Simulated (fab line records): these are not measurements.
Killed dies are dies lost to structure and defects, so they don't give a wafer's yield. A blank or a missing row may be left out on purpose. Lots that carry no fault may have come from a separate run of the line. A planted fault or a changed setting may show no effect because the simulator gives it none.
Which tool is to blame? :: flow gf180mcu :: 36 wafers from 12 lots sampled at 2 of the route's 602 steps

## WHAT EACH GAUGE READ, for each wafer
GF_V5_THK_MEAS_03.
lot: L343
measured: day 26 23:35
on: filmMetro-04
V5_CVD_02_THK (nm): 1430 1443 1462

lot: L344
measured: day 27 11:57
on: filmMetro-04
V5_CVD_02_THK (nm): 1435 1461 1462

lot: L345
measured: day 27 13:25
on: filmMetro-02
V5_CVD_02_THK (nm): 1462 1482 1495

lot: L346
measured: day 28 00:05
on: filmMetro-02
V5_CVD_02_THK (nm): 1431 1429 1482

lot: L347
measured: day 28 08:05
on: filmMetro-02
V5_CVD_02_THK (nm): 1437 1449 1445

lot: L352
measured: day 29 21:34
on: filmMetro-01
V5_CVD_02_THK (nm): 1459 1461 1455

lot: L351
measured: day 29 23:50
on: filmMetro-04
V5_CVD_02_THK (nm): 1402 1452 1438

lot: L354
measured: day 30 09:54
on: filmMetro-04
V5_CVD_02_THK (nm): 1471 1460 1449

lot: L356
measured: day 31 08:03
on: filmMetro-04
V5_CVD_02_THK (nm): 1443 1440 1460

lot: L361
measured: day 32 06:38
on: filmMetro-04
V5_CVD_02_THK (nm): 1445 1429 1453

lot: L362
measured: day 32 15:22
on: filmMetro-04
V5_CVD_02_THK (nm): 1445 1449 1493

lot: L364
measured: day 32 20:49
on: filmMetro-01
V5_CVD_02_THK (nm): 1432 1461 1444

## WHICH TOOL RAN EACH LOT (tool, then ch and the chambers of the sampled wafers, then the start)
lot: L343
GF_V1_ETCH_17: rieDiel-03 ch 0,1,3, day 18 22:00

lot: L344
GF_V1_ETCH_17: rieDiel-02 ch 1,3, day 19 08:00

lot: L345
GF_V1_ETCH_17: rieDiel-02 ch 0,1,3, day 19 14:00

lot: L346
GF_V1_ETCH_17: rieDiel-02 ch 0,1,3, day 20 00:00

lot: L347
GF_V1_ETCH_17: rieDiel-03 ch 0,1,2, day 20 09:00

lot: L352
GF_V1_ETCH_17: rieDiel-03 ch 0,1,2, day 22 11:00

lot: L351
GF_V1_ETCH_17: rieDiel-02 ch 0,1,3, day 22 12:00

lot: L354
GF_V1_ETCH_17: rieDiel-02 ch 0,3, day 22 23:00

lot: L356
GF_V1_ETCH_17: rieDiel-02 ch 0,1,3, day 24 03:00

lot: L361
GF_V1_ETCH_17: rieDiel-02 ch 0,1,3, day 25 07:00

lot: L362
GF_V1_ETCH_17: rieDiel-04 ch 0,2,3, day 25 20:00

lot: L364
GF_V1_ETCH_17: rieDiel-02 ch 0,2, day 26 03:00
- GF_V1_ETCH_17: etches SiO2 in C4F8/O2/Ar, stops on TiN, target depth 630 nm.

## WHAT THE TOOLS THEMSELVES READ (means of the sampled wafers that have a number; where no wafer has one, the mark that the record gives instead)
GF_V1_ETCH_17.
lot: L343
tool: rieDiel-03
biasW (W): 1202
oesProductAu (a.u.): 0.855

lot: L344
tool: rieDiel-02
biasW (W): 1201
oesProductAu (a.u.): 0.855

lot: L345
tool: rieDiel-02
biasW (W): 1201
oesProductAu (a.u.): 0.856

lot: L346
tool: rieDiel-02
biasW (W): 1200
oesProductAu (a.u.): 0.856

lot: L347
tool: rieDiel-03
biasW (W): 1201
oesProductAu (a.u.): 0.854

lot: L352
tool: rieDiel-03
biasW (W): 1198
oesProductAu (a.u.): 0.853

lot: L351
tool: rieDiel-02
biasW (W): 1198
oesProductAu (a.u.): 0.860

lot: L354
tool: rieDiel-02
biasW (W): 1201
oesProductAu (a.u.): 0.854

lot: L356
tool: rieDiel-02
biasW (W): 1202
oesProductAu (a.u.): 0.854

lot: L361
tool: rieDiel-02
biasW (W): 1195
oesProductAu (a.u.): 0.853

lot: L362
tool: rieDiel-04
biasW (W): 1201
oesProductAu (a.u.): 0.854

lot: L364
tool: rieDiel-02
biasW (W): 1199
oesProductAu (a.u.): 0.857

## THE ANSWER, worked out from the rows above alone
Rule: the usual values come from the lots themselves. Put in order of their means at a reading, lots are off if they are a third of the lots or fewer, leave a main group of 4 or more, and stand apart from it by a gap of 3 or more times the standard deviation of the main group's means; of several such gaps the widest counts. Not used: any main group whose means are identical at the precision the tables above print for the reading. A lot without any number at a reading at which 4 lots or more have one is off too. Any other lot the step has rows for is counted as sound. The gauges are gone through in route order, then the tools' own readings, and for those a lot's mean is taken as printed above. At the first step where some lot is off, the reading lying furthest off is the one used; lots without a number count as furthest.
None of the lots is off at any reading shown; this tells nothing.

## WHAT HAD BEEN PUT IN BY THE SIMULATOR
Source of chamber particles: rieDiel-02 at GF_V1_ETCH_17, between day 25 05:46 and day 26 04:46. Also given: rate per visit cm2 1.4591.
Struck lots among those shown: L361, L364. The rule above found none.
